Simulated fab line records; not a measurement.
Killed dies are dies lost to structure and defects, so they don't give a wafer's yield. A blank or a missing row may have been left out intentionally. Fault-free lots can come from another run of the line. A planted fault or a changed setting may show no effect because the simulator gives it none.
fab line records -- flow sky130
[record] lots = 6, wafers = 17, last-day = 49
route steps=708 shown METAL4@627 VIA4@639 PAD_OPEN@708
lots that met no fault: from a run of the same line without faults
start-h: start of the lot's first displayed wafer, in hours after the record's first day -- wait-h: hours from the lot's prior step to this one -- " unchanged from the row above -- L1.1+2: a row that stands for several wafers -- - no value, or no start given -- * or withheld: withheld -- < > ~ a bound
route shown NAME@n: names a module that has steps shown in the file, with the first one's number in the route -- usual: mean/standard deviation taken from wafers without a fault -- same: alike in all rows -- chamber/n: place in a boat -- sites: per-site readings -- _std_site: how widely they spread, as a standard deviation -- _edge_site: outer sites' mean less inner sites' -- radius-mm: for every site, how far away it sits from the centre of the wafer -- mask NAME#n: copy n -- behind: tool/chamber where the wafer was last shaped -- hold: the reason the lot was held/the length of the hold in hours/how it ended -- device: transistor that didn't switch, given as n, p or np -- end of line: tests of these same wafers at the route's end -- a step without rows: its recipe alone -- killed: not the wafer's yield, but the dies lost to structure and defects at the first sort -- map: per-die view of a wafer (x killed, . not killed, _ where there is no die)
set.NAME: the setting as run; set.NAME@STEP: as run at that earlier step -- model.NAME: the simulator's own value behind a step, which no gauge read
a table for each step, a row for each wafer; lots at some steps of the route
services: when a tool's chamber went out of use (start-h, in hours from the record's first day, below 0 if earlier), for how many hours, and the reason
[[steps]]
[step SKY_METAL4_PEB_11]
[recipe] peb-temp-c = withheld, peb-time-s = withheld, resist = KrF-thick
[step SKY_METAL4_DEVELOP_12]
[recipe] develop-time-s = 60, resist = KrF-thick, dev-temp-c = 21
[step SKY_METAL4_CD_MEAS_13]
[recipe] target-cd-nm = 300
[usual] cd-nm = 300.1/1.2
lot.wafer,tool,chamber,start-h,wait-h,cd-nm
L843.2,cd-sem-02,-,991.48,-,299.2
L843.3,cd-sem-02,-,991.48,-,300.6
L843.4,cd-sem-02,-,991.48,-,299.4
L846.2,cd-sem-01,-,1017.96,-,299.7
L846.3,cd-sem-01,-,1017.96,-,299.0
L846.5,cd-sem-01,-,1017.96,-,300.2
L852.3,cd-sem-01,-,1065.38,-,300.2
L852.4,cd-sem-01,-,1065.38,-,300.4
L855.1,cd-sem-01,-,1081.56,-,301.5
L855.3,cd-sem-01,-,1081.56,-,301.7
L855.4,cd-sem-01,-,1081.56,-,301.0
L858.1,cd-sem-01,-,1092.88,-,301.9
L858.3,cd-sem-01,-,1092.88,-,300.6
L858.5,cd-sem-01,-,1092.88,-,301.8
L859.3,cd-sem-01,-,1093.70,-,297.4
L859.5,cd-sem-01,-,1093.70,-,299.4
L859.6,cd-sem-01,-,1093.70,-,299.5
[step SKY_METAL4_OVL_MEAS_14]
[usual] METAL4_OVL = 1/6.5
lot.wafer,tool,chamber,start-h,wait-h,METAL4_OVL[nm]
L843.2,overlay-02,-,991.58,0.1,10
L843.3,overlay-02,-,991.58,0.1,10
L843.4,overlay-02,-,991.58,0.1,7
L846.2,overlay-02,-,1018.07,0.1,9
L846.3,overlay-02,-,1018.07,0.1,7
L846.5,overlay-02,-,1018.07,0.1,11
L852.3,overlay-01,-,1065.48,0.1,-3
L852.4,overlay-01,-,1065.48,0.1,-8
L855.1,overlay-01,-,1081.68,0.1,5
L855.3,overlay-01,-,1081.68,0.1,9
L855.4,overlay-01,-,1081.68,0.1,8
L858.1,overlay-02,-,1093.00,0.1,-10
L858.3,overlay-02,-,1093.00,0.1,-9
L858.5,overlay-02,-,1093.00,0.1,-10
L859.3,overlay-02,-,1093.79,0.1,-1
L859.5,overlay-02,-,1093.79,0.1,-2
L859.6,overlay-02,-,1093.79,0.1,2
[step SKY_METAL4_DESCUM_15]
[recipe] chemistry = O2, source-power-w = 150, bias-power-w = 0, pressure-mtorr = 10, temp-c = 40, time-s = 8
[usual] drypump-motor-current-A = 5.6/0.35, oes-product-au = 1.000/0.011, temp-c = 40.02/0.11
lot.wafer,tool,chamber,start-h,wait-h,drypump-motor-current-A,oes-product-au,rf-hours-counter-h,temp-c
L843.2,rie-metal-03,1,991.61,0.0,5.6,1.006,10,40.21
L843.3,rie-metal-03,1,991.61,0.0,5.7,0.996,-,40.07
L843.4,rie-metal-03,0,991.61,0.0,5.9,1.001,-,40.11
L846.2,rie-metal-04,0,1018.10,0.0,5.9,0.989,17,39.98
L846.3,rie-metal-04,1,1018.10,0.0,5.7,0.995,-,39.88
L846.5,rie-metal-04,1,1018.10,0.0,5.7,0.982,-,39.90
L852.3,rie-metal-03,0,1065.51,0.0,5.9,1.000,-,40.27
L852.4,rie-metal-03,1,1065.51,0.0,5.6,0.998,-,40.19
L855.1,rie-metal-04,1,1081.71,0.0,5.7,1.001,8,39.92
L855.3,rie-metal-04,1,1081.71,0.0,5.7,1.005,-,39.93
L855.4,rie-metal-04,0,1081.71,0.0,5.9,0.991,-,39.98
L858.1,rie-metal-01,1,1093.04,0.0,4.9,1.013,18,40.13
L858.3,rie-metal-01,1,1093.04,0.0,4.9,1.012,-,40.17
L858.5,rie-metal-01,1,1093.04,0.0,5.0,1.019,-,40.19
L859.3,rie-metal-04,0,1093.82,0.0,5.9,0.989,-,40.16
L859.5,rie-metal-04,0,1093.82,0.0,5.9,1.010,-,39.97
L859.6,rie-metal-04,1,1093.82,0.0,5.7,1.003,-,39.93
[step SKY_METAL4_ETCH_16]
[recipe] chemistry = N2/H2, target = BARC, ion-energy-ev = 200, bias-w = 100, pressure-mtorr = 30, n2-flow-sccm = 100, h2-flow-sccm = 200, icp-w = 500, stop-on = SiO2, time-s = 88.2, target-depth-a = 600
[usual] drypump-motor-current-A = 5.6/0.35, h2-flow-sccm = 200.1/0.69, n2-flow-sccm = 100.0/0.3, oes-product-au = 0.626/0.0045, throttle-valve-pct = 13.204/0.009
lot.wafer,tool,chamber,start-h,wait-h,drypump-motor-current-A,h2-flow-sccm,n2-flow-sccm,oes-product-au,rf-hours-counter-h,throttle-valve-pct
L843.2,rie-metal-03,1,991.64,0.0,5.6,200.1,99.5,0.624,10,13.202
L843.3,rie-metal-03,1,991.64,0.0,5.6,200.5,99.4,0.627,-,13.187
L843.4,rie-metal-03,0,991.64,0.0,5.9,199.9,100.1,0.625,-,13.207
L846.2,rie-metal-04,0,1018.13,0.0,5.9,199.3,100.3,0.622,17,13.214
L846.3,rie-metal-04,1,1018.13,0.0,5.7,200.8,100.0,0.625,-,13.207
L846.5,rie-metal-04,1,1018.13,0.0,5.7,200.2,99.7,0.628,-,13.208
L852.3,rie-metal-03,0,1065.56,0.0,5.9,200.5,100.1,0.622,-,13.209
L852.4,rie-metal-03,1,1065.56,0.0,5.6,198.8,100.2,0.627,-,13.216
L855.1,rie-metal-04,1,1081.74,0.0,5.7,200.9,100.0,0.620,8,13.215
L855.3,rie-metal-04,1,1081.74,0.0,5.7,200.1,100.4,0.616,-,13.208
L855.4,rie-metal-04,0,1081.74,0.0,5.9,199.8,100.5,0.620,-,13.200
L858.1,rie-metal-01,1,1093.10,0.1,4.9,199.5,99.7,0.643,18,13.209
L858.3,rie-metal-01,1,1093.10,0.1,5.0,200.1,99.7,0.623,-,13.218
L858.5,rie-metal-01,1,1093.10,0.1,5.0,200.0,100.0,0.629,-,13.213
L859.3,rie-metal-04,0,1093.88,0.0,5.9,199.5,100.0,0.628,-,13.212
L859.5,rie-metal-04,0,1093.88,0.0,5.8,199.7,99.8,0.633,-,13.203
L859.6,rie-metal-04,1,1093.88,0.0,5.7,200.5,100.5,0.626,-,13.197
[step SKY_METAL4_ETCH_17]
[recipe] target = SiO2, stop-on = TiN, chemistry = C4F8/O2/Ar, source-w = 1500, bias-w = 1200, pressure-mtorr = 40, c4f8-flow-sccm = withheld, O2_flow_sccm = 6, Ar_flow_sccm = 300, time-s = 3.9, target-depth-a = 150
[usual] oes-product-au = 0.755/0.008
lot.wafer,tool,chamber,start-h,wait-h,oes-product-au
L843.2,rie-diel-04,3,991.74,0.1,0.765
L843.3,rie-diel-04,2,991.74,0.1,0.749
L843.4,rie-diel-04,1,991.74,0.1,0.759
L846.2,rie-diel-04,3,1018.23,0.1,0.757
L846.3,rie-diel-04,0,1018.23,0.1,0.751
L846.5,rie-diel-04,0,1018.23,0.1,0.756
L852.3,rie-diel-02,1,1065.63,0.0,0.766
L852.4,rie-diel-02,2,1065.63,0.0,0.765
L855.1,rie-diel-04,1,1081.84,0.1,0.737
L855.3,rie-diel-04,0,1081.84,0.1,0.740
L855.4,rie-diel-04,3,1081.84,0.1,0.751
L858.1,rie-diel-04,2,1093.30,0.2,0.754
L858.3,rie-diel-04,1,1093.30,0.2,0.754
L858.5,rie-diel-04,2,1093.30,0.2,0.771
L859.3,rie-diel-01,3,1093.94,0.0,0.747
L859.5,rie-diel-01,3,1093.94,0.0,0.748
L859.6,rie-diel-01,2,1093.94,0.0,0.750
[step SKY_METAL4_METAL_ETCH_18]
[recipe] target-depth-a = 8450, stop-on = SiO2, over-etch-frac = 0.3, time-s = 183.1, chemistry = Cl2/BCl3, resist-sidewall-deg = 88, pressure-mtorr = 10, icp-w = 900, bias-w = 48.5, Cl2_flow_sccm = 60, bcl3-flow-sccm = 30
[step SKY_METAL4_STRIP_19]
[recipe] chemistry = O2/N2, power-w = 1400, pressure-mtorr = 1500, platen-temp-c = withheld, o2-flow-sccm = 3000, n2-flow-sccm = 300, overash-fraction = 0.5
[usual] drypump-motor-current-A = 5.9/0.45, n2-flow-sccm = 299.8/0.84, oes-product-au = 0.501/0.0051, strip-time-to-endpoint-s = 6.50/0.078
lot.wafer,tool,chamber,start-h,wait-h,drypump-motor-current-A,n2-flow-sccm,oes-product-au,rf-hours-counter-h,strip-time-to-endpoint-s
L843.2,plasma-asher-03,1,991.94,0.1,5.6,298.8,0.507,50,6.57
L843.3,plasma-asher-03,1,991.94,0.1,5.6,300.6,0.508,-,6.68
L843.4,plasma-asher-03,0,991.94,0.1,6.1,299.3,0.503,-,6.58
L846.2,plasma-asher-01,1,1018.43,0.1,5.9,298.5,0.495,123,6.46
L846.3,plasma-asher-01,1,1018.43,0.1,5.9,299.8,0.495,-,6.42
L846.5,plasma-asher-01,0,1018.43,0.1,5.7,299.5,0.500,-,6.45
L852.3,plasma-asher-03,0,1065.86,0.1,6.0,301.0,0.499,-,6.52
L852.4,plasma-asher-03,1,1065.86,0.1,5.7,300.3,0.501,-,6.53
L855.1,plasma-asher-04,0,1082.04,0.1,6.6,300.5,0.490,92,6.42
L855.3,plasma-asher-04,1,1082.04,0.1,5.4,299.3,0.494,-,6.40
L855.4,plasma-asher-04,0,1082.04,0.1,6.6,299.6,0.498,-,6.40
L858.1,plasma-asher-04,0,1093.49,0.1,6.6,299.0,0.493,93,6.48
L858.3,plasma-asher-04,0,1093.49,0.1,6.6,299.8,0.500,-,6.45
L858.5,plasma-asher-04,1,1093.49,0.1,5.4,298.0,0.492,-,6.42
L859.3,plasma-asher-04,1,1094.35,0.2,5.4,300.2,0.492,-,6.42
L859.5,plasma-asher-04,1,1094.35,0.2,5.4,299.4,0.497,-,6.43
L859.6,plasma-asher-04,0,1094.35,0.2,6.6,300.5,0.505,-,6.45
[step SKY_METAL4_STRIP_20]
[recipe] chemistry = post-etch-residue-remover, time-s = 1200, temp-c = 72.5
[step SKY_METAL4_CLEAN_21]
[recipe] chemistry = IPA, time-s = 180, temp-c = 25
[step SKY_METAL4_CLEAN_22]
[recipe] chemistry = O3/DIW, dry = n2-spin
[step SKY_VIA4_HDPCVD_00]
[recipe] material = SiO2, target-thk-nm = 1750, sigma-open-frac = 0.3, time-s = 291.7, temp-c = 400, sih4-flow-sccm = 60, pressure-mtorr = 6
[usual] run-length-s = 319.7/0.66, susceptor-temp-C = 399.98/0.25
lot.wafer,tool,chamber,start-h,wait-h,run-length-s,susceptor-temp-C,model.SiO2_of_VIA4_HDPCVD_00.thk-nm
L843.2,hdpcvd-01,2,992.55,0.0,320.6,399.95,1769
L843.3,hdpcvd-01,1,992.55,0.0,319.6,400.16,1768
L843.4,hdpcvd-01,1,992.55,0.0,319.7,400.10,1769
L846.2,hdpcvd-02,0,1019.03,0.0,318.6,399.77,1731
L846.3,hdpcvd-02,2,1019.03,0.0,319.7,400.12,1737
L846.5,hdpcvd-02,2,1019.03,0.0,319.6,400.15,1729
L852.3,hdpcvd-02,1,1066.51,0.0,346.4,400.08,1901
L852.4,hdpcvd-02,0,1066.51,0.0,344.7,399.86,1900
L855.1,hdpcvd-02,0,1082.63,0.0,318.4,399.82,1704
L855.3,hdpcvd-02,2,1082.63,0.0,345.8,399.85,1916
L855.4,hdpcvd-02,1,1082.63,0.0,346.3,399.75,1874
L858.1,hdpcvd-01,2,1094.13,0.0,320.3,400.23,1720
L858.3,hdpcvd-01,0,1094.13,0.0,320.3,399.94,1753
L858.5,hdpcvd-01,2,1094.13,0.0,320.8,400.37,1743
L859.3,hdpcvd-01,1,1094.91,0.0,319.4,400.27,1753
L859.5,hdpcvd-01,2,1094.91,0.0,320.6,399.70,1745
L859.6,hdpcvd-01,1,1094.91,0.0,319.3,399.83,1753
[step SKY_VIA4_THK_MEAS_01]
[recipe] reads = SiO2_of_VIA4_HDPCVD_00
[usual] VIA4_HDPCVD_THK = 1748/17
lot.wafer,tool,chamber,start-h,wait-h,hold,VIA4_HDPCVD_THK[nm]
L843.2,film-metro-01,-,992.74,0.1,-,1770
L843.3,film-metro-01,-,992.74,0.1,-,1768
L843.4,film-metro-01,-,992.74,0.1,-,1768
L846.2,film-metro-04,-,1019.22,0.1,-,1730
L846.3,film-metro-04,-,1019.22,0.1,-,1737
L846.5,film-metro-04,-,1019.22,0.1,-,1729
L852.3,film-metro-03,-,1066.71,0.1,await-dispo/0.2h/release,1902
L852.4,film-metro-03,-,1066.71,0.1,await-dispo/0.2h/release,1901
L852.3,film-metro-03,-,1067.02,0.3,-,1902
L852.4,film-metro-03,-,1067.02,0.3,-,1901
L855.1,film-metro-03,-,1082.81,0.1,await-dispo/0.2h/release,1705
L855.3,film-metro-03,-,1082.81,0.1,await-dispo/0.2h/release,1917
L855.4,film-metro-03,-,1082.81,0.1,await-dispo/0.2h/release,1873
L855.1,film-metro-03,-,1083.04,0.2,-,1706
L855.3,film-metro-03,-,1083.04,0.2,-,1917
L855.4,film-metro-03,-,1083.04,0.2,-,1874
L858.1,film-metro-04,-,1094.30,0.1,-,1718
L858.3,film-metro-04,-,1094.30,0.1,-,1754
L858.5,film-metro-04,-,1094.30,0.1,-,1741
L859.3,film-metro-03,-,1095.11,0.1,-,1753
L859.5,film-metro-03,-,1095.11,0.1,-,1744
L859.6,film-metro-03,-,1095.11,0.1,-,1752
[step SKY_VIA4_CMP_02]
[recipe] material = SiO2, down-force-psi = 4, platen-rpm = 60, pad-velocity-m-s = 0.94248
[usual] motor-current-A = 11.8/1.2
lot.wafer,tool,chamber,start-h,wait-h,hold,motor-current-A
L843.2,cmp-01,3,992.93,0.2,-,14.1
L843.4,cmp-01,0,992.93,0.2,-,10.9
L843.3,cmp-01,2,992.93,0.2,-,12.1
L846.3,cmp-02,3,1019.32,0.1,-,11.1
L846.2,cmp-02,1,1019.32,0.1,-,9.5
L846.5,cmp-02,3,1019.32,0.1,-,11.6
L852.4,cmp-02,2,1071.59,4.6,await-dispo/4.5h/release,12.2
L852.3,cmp-02,0,1071.59,4.6,await-dispo/4.5h/release,11.4
L855.1,cmp-02,2,1088.16,5.1,await-dispo/1.9h/release,12.4
L855.4,cmp-02,0,1088.16,5.1,await-dispo/1.9h/release,11.6
L855.3,cmp-02,1,1088.16,5.1,await-dispo/1.9h/release,9.5
L858.3,cmp-01,0,1094.41,0.1,-,9.9
L858.1,cmp-01,1,1094.41,0.1,-,11.8
L858.5,cmp-01,3,1094.41,0.1,-,14.1
L859.3,cmp-02,2,1095.20,0.1,-,12.2
L859.6,cmp-02,1,1095.20,0.1,-,9.3
L859.5,cmp-02,2,1095.20,0.1,-,13.0
[step SKY_PAD_OPEN_PROBE_99]
[usual] defect-limited-yield = 82.5/2, killed_at_M0_to_M3 = 44/7.7, killed_at_M4_up = 3.0/1.9, killed-at-contacts = 25/5.6, killed-at-front-end = 15/4.6, killed-at-other = 0.3/0.47, killed-dies = 86/9.9, killed-on-rim = 17/3.6, killed-open = 47/7.4, killed-short = 39/5.9, sort_bin_3_pad_short = 0.8/0.37, sort_bin_5_function = 10.4/1.5, sort_bin_6_memory = 6.3/1, sort-n-pass = 406/9.9, sort-yield-pct = 82.5/2
[same] gross-dies = 492, killed-at-back-side = 0, sort_bin_4_leakage[%] = 0, sort_bin_8_speed[%] = 0
lot.wafer,tool,chamber,start-h,wait-h,hold,defect-limited-yield[%],killed_at_M0_to_M3,killed_at_M4_up,killed-at-contacts,killed-at-front-end,killed-at-other,killed-dies,killed-on-rim,killed-open,killed-short,sort_bin_3_pad_short[%],sort_bin_5_function[%],sort_bin_6_memory[%],sort-n-pass,sort-yield-pct[%]
L843.2,prober-02,-,1086.95,0.1,-,84.1,32,1,25,20,0,78,17,50,28,0.6,9.3,5.9,414,84.1
L843.3,prober-02,-,1087.00,0.2,-,84.1,43,4,21,10,0,78,16,42,36,0.2,10.6,5.1,414,84.1
L843.4,prober-02,-,1087.05,0.2,-,80.3,50,4,29,14,0,97,22,51,46,0.6,11.6,7.5,395,80.3
L846.2,prober-01,-,1110.29,0.1,-,82.1,52,1,19,16,0,88,18,44,44,0.8,10.4,6.7,404,82.1
L846.3,prober-01,-,1110.34,0.2,-,85.0,32,3,24,15,0,74,17,37,37,0.8,9.6,4.7,418,85.0
L846.5,prober-01,-,1110.44,0.2,-,82.1,40,2,31,14,1,88,20,53,35,1.0,9.3,7.5,404,82.1
L852.3,prober-01,-,1151.96,0.2,await-dispo/1.2h/release,87.6,30,2,17,12,0,61,14,41,20,0.6,6.5,5.3,431,87.6
L852.4,prober-01,-,1152.01,0.2,await-dispo/1.2h/release,84.3,33,3,28,13,0,77,15,48,29,0.6,8.3,6.7,415,84.3
L855.1,prober-02,-,1165.98,0.1,-,82.5,46,1,24,14,1,86,14,49,37,0.8,9.8,6.9,406,82.5
L855.3,prober-02,-,1166.08,0.2,-,82.7,44,3,18,19,1,85,17,48,37,1.2,9.1,6.9,407,82.7
L855.4,prober-02,-,1166.13,0.2,-,80.5,58,4,22,12,0,96,19,48,48,0.8,10.6,8.1,396,80.5
L859.3,prober-01,-,1176.79,0.2,-,81.1,45,3,29,16,0,93,21,45,48,1.2,10.0,7.7,399,81.1
L859.5,prober-01,-,1176.89,0.2,-,79.9,47,1,30,21,0,99,13,53,46,1.2,12.0,6.9,393,79.9
L859.6,prober-01,-,1176.94,0.2,-,79.1,55,2,27,18,1,103,20,57,46,0.6,13.2,7.1,389,79.1
// killed by level:class
L843.2 CONTACT:geometric-particle:open=12 LI_CONTACT:geometric-particle:open=7 FIELD_ISO:geometric-particle:open=6 VIA1:geometric-particle:short=6 VIA2:geometric-particle:open=5 VIA3:geometric-particle:open=5 POLY_CUT:geometric-particle:open=4 LOCAL_INTERCONNECT:geometric-particle:short=4
L843.3 VIA1:geometric-particle:open=11 CONTACT:geometric-particle:open=10 METAL1:geometric-particle:short=6 VIA3:geometric-particle:open=6 VIA3:geometric-particle:short=5 LI_CONTACT:geometric-particle:open=4 FIELD_ISO:geometric-particle:open=3 POLY_GATE:geometric-particle:short=3
L843.4 CONTACT:geometric-particle:open=12 VIA1:geometric-particle:open=12 METAL1:geometric-particle:short=10 POLY_GATE:geometric-particle:open=7 LI_CONTACT:geometric-particle:open=6 METAL2:geometric-particle:short=6 CONTACT:geometric-particle:short=5 VIA1:geometric-particle:short=5
L846.2 VIA1:geometric-particle:open=10 VIA3:geometric-particle:open=8 VIA3:geometric-particle:short=7 VIA2:geometric-particle:open=7 CONTACT:geometric-particle:open=6 VIA1:geometric-particle:short=5 SONOS_ONO:geometric-particle:short=5 FIELD_ISO:geometric-particle:short=4
L846.3 CONTACT:geometric-particle:open=9 VIA1:geometric-particle:open=9 CONTACT:geometric-particle:short=7 FIELD_ISO:geometric-particle:short=5 LI_CONTACT:geometric-particle:open=5 METAL1:geometric-particle:short=5 VIA1:geometric-particle:short=4 VIA3:geometric-particle:open=4
L846.5 LI_CONTACT:geometric-particle:open=13 CONTACT:geometric-particle:open=8 VIA1:geometric-particle:open=8 VIA3:geometric-particle:open=8 POLY_GATE:geometric-particle:open=5 METAL1:geometric-particle:short=5 VIA2:geometric-particle:open=5 LI_CONTACT:geometric-particle:short=4
L852.3 CONTACT:geometric-particle:open=8 LI_CONTACT:geometric-particle:open=8 VIA2:geometric-particle:open=7 VIA3:geometric-particle:open=6 METAL1:geometric-particle:short=6 FIELD_ISO:geometric-particle:open=3 FIELD_ISO:geometric-particle:short=3 POLY_GATE:geometric-particle:open=3
L852.4 CONTACT:geometric-particle:open=18 VIA1:geometric-particle:open=7 VIA3:geometric-particle:open=6 METAL2:geometric-particle:short=6 LI_CONTACT:geometric-particle:open=5 FIELD_ISO:geometric-particle:short=4 FIELD_ISO:geometric-particle:open=3 POLY_GATE:geometric-particle:open=3
L855.1 VIA1:geometric-particle:open=11 CONTACT:geometric-particle:open=11 METAL1:geometric-particle:short=7 METAL2:geometric-particle:short=7 LI_CONTACT:geometric-particle:open=6 VIA3:geometric-particle:open=6 FIELD_ISO:geometric-particle:short=5 METAL1:geometric-particle:open=4
L855.3 VIA3:geometric-particle:open=8 VIA1:geometric-particle:open=8 METAL2:geometric-particle:short=7 CONTACT:geometric-particle:open=6 POLY_GATE:geometric-particle:open=5 LI_CONTACT:geometric-particle:open=5 VIA2:geometric-particle:open=5 FIELD_ISO:geometric-particle:open=4
L855.4 VIA1:geometric-particle:open=14 METAL1:geometric-particle:short=12 VIA3:geometric-particle:open=8 LOCAL_INTERCONNECT:geometric-particle:short=7 VIA2:geometric-particle:open=7 CONTACT:geometric-particle:open=6 VIA1:geometric-particle:short=5 FIELD_ISO:geometric-particle:open=4
L859.3 CONTACT:geometric-particle:open=9 VIA2:geometric-particle:open=8 CONTACT:geometric-particle:short=7 FIELD_ISO:geometric-particle:short=6 LOCAL_INTERCONNECT:geometric-particle:short=6 VIA1:geometric-particle:short=6 VIA1:geometric-particle:open=6 VIA3:geometric-particle:open=6
L859.5 VIA2:geometric-particle:open=10 LI_CONTACT:geometric-particle:open=10 CONTACT:geometric-particle:open=10 VIA1:geometric-particle:open=8 FIELD_ISO:geometric-particle:short=7 METAL2:geometric-particle:short=7 CONTACT:geometric-particle:short=6 VIA3:geometric-particle:open=5
L859.6 CONTACT:geometric-particle:open=13 VIA1:geometric-particle:open=8 POLY_GATE:geometric-particle:open=7 LI_CONTACT:geometric-particle:open=7 METAL2:geometric-particle:short=7 METAL3:geometric-particle:short=7 VIA3:geometric-particle:short=7 VIA3:geometric-particle:open=7
// map L852.4 (x killed, . not)
__________.x........_________
________.x.x.........x_______
______x..x....x.x..x...._____
_____..x.................____
____......x.x.............___
___...x......xxxxx.........__
__x......x.......x......xx.._
_x......x...............xxxx.
_x.x............x..x.........
_x.......xx...........x......
_...x...........x.....x..x...
_...................x..xx..x.
_..x...x.xx............x..xxx
_x.x.........................
_.................x....x.x...
__................x...x....x_
___...x.....x.xx...........__
____....x........x........___
_____.......x.....x......____
______...x.x..x.....x..._____
________...x.......x.._______
__________..x.....x._________
// map L855.4 (x killed, . not)
__________.xx...x..._________
________..x......xx.x._______
______x.....x..x...x...._____
_____xx.....x....x.x.....____
____...........x....xx....___
___...x.....x.x.x.x.x......__
__.............x.x.........._
_..x...xx..x....x............
_...xxxx................xx.x.
_...x.....xx..x..x......x.x..
_..x.......x.x.....x....x....
_x...x.........x.....x..xx..x
_....xx..x...x.xx...x.x.....x
_...x.......x.....x.x........
_xx............x.............
__.....x.x....x....x....x.x._
___.......x........x.x.....__
____.x.......x............___
_____....x..........x.x..____
______..x......xxx...x.._____
________.......x....x._______
__________.........x_________
[[services]]
tool,chamber,start-h,hours,kind
rie-diel-02,1,968.40,7.1,repair
cmp-02,-,969.54,4.3,pm
rie-diel-02,2,975.10,19.8,repair
rie-diel-02,-,976.94,0.6,repair
cmp-01,-,992.08,0.8,repair
plasma-asher-04,-,1020.08,2.3,repair
rie-diel-02,2,1022.33,3.2,repair
rie-diel-04,3,1026.41,3.1,repair
rie-diel-04,-,1028.07,0.6,repair
rie-diel-01,-,1030.24,2.8,pm
rie-metal-03,-,1035.85,1.5,repair
rie-diel-02,1,1037.27,9.3,repair
rie-diel-04,3,1039.84,3.2,repair
rie-diel-01,3,1043.77,1.9,repair
rie-diel-04,2,1045.67,1.2,repair
rie-diel-02,0,1047.60,3.3,repair
rie-metal-04,1,1048.71,2.9,repair
plasma-asher-01,-,1055.25,9.0,pm
rie-diel-04,-,1056.54,0.3,repair
hdpcvd-01,0,1064.71,7.3,repair
plasma-asher-04,-,1068.54,0.9,repair
rie-metal-01,0,1069.70,25.1,repair
rie-diel-04,-,1078.19,2.8,pm
cmp-02,-,1084.16,4.0,pm
[[key]]
[first-sign] step = SKY_VIA4_HDPCVD_00, reading = run-length-s, direction = up, sigmas = 39, usual = *, struck = *
[effect] step = SKY_VIA4_THK_MEAS_01, reading = visit, direction = added
[effect] step = SKY_VIA4_THK_MEAS_01, reading = VIA4_HDPCVD_THK, direction = up, sigmas = 8.8, usual = 1748, struck = 1898
[model-effect] step = SKY_VIA4_HDPCVD_00, value = SiO2_of_VIA4_HDPCVD_00.thk-nm, without = 1740, struck = 1898
met-at SKY_VIA4_HDPCVD_00
struck-wafers L852.3,L852.4,L855.3,L855.4
onset-between 1019.03 1066.51
[fault] kind = process-parameter-drift, tool = hdpcvd-02, chamber = -, onset-h = 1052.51, steps = SKY_VIA4_HDPCVD_00, channel = time-s, offset = *, shape = step, end-h = 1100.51, scope = struck-wafers-only, acts-in = *, stated = *
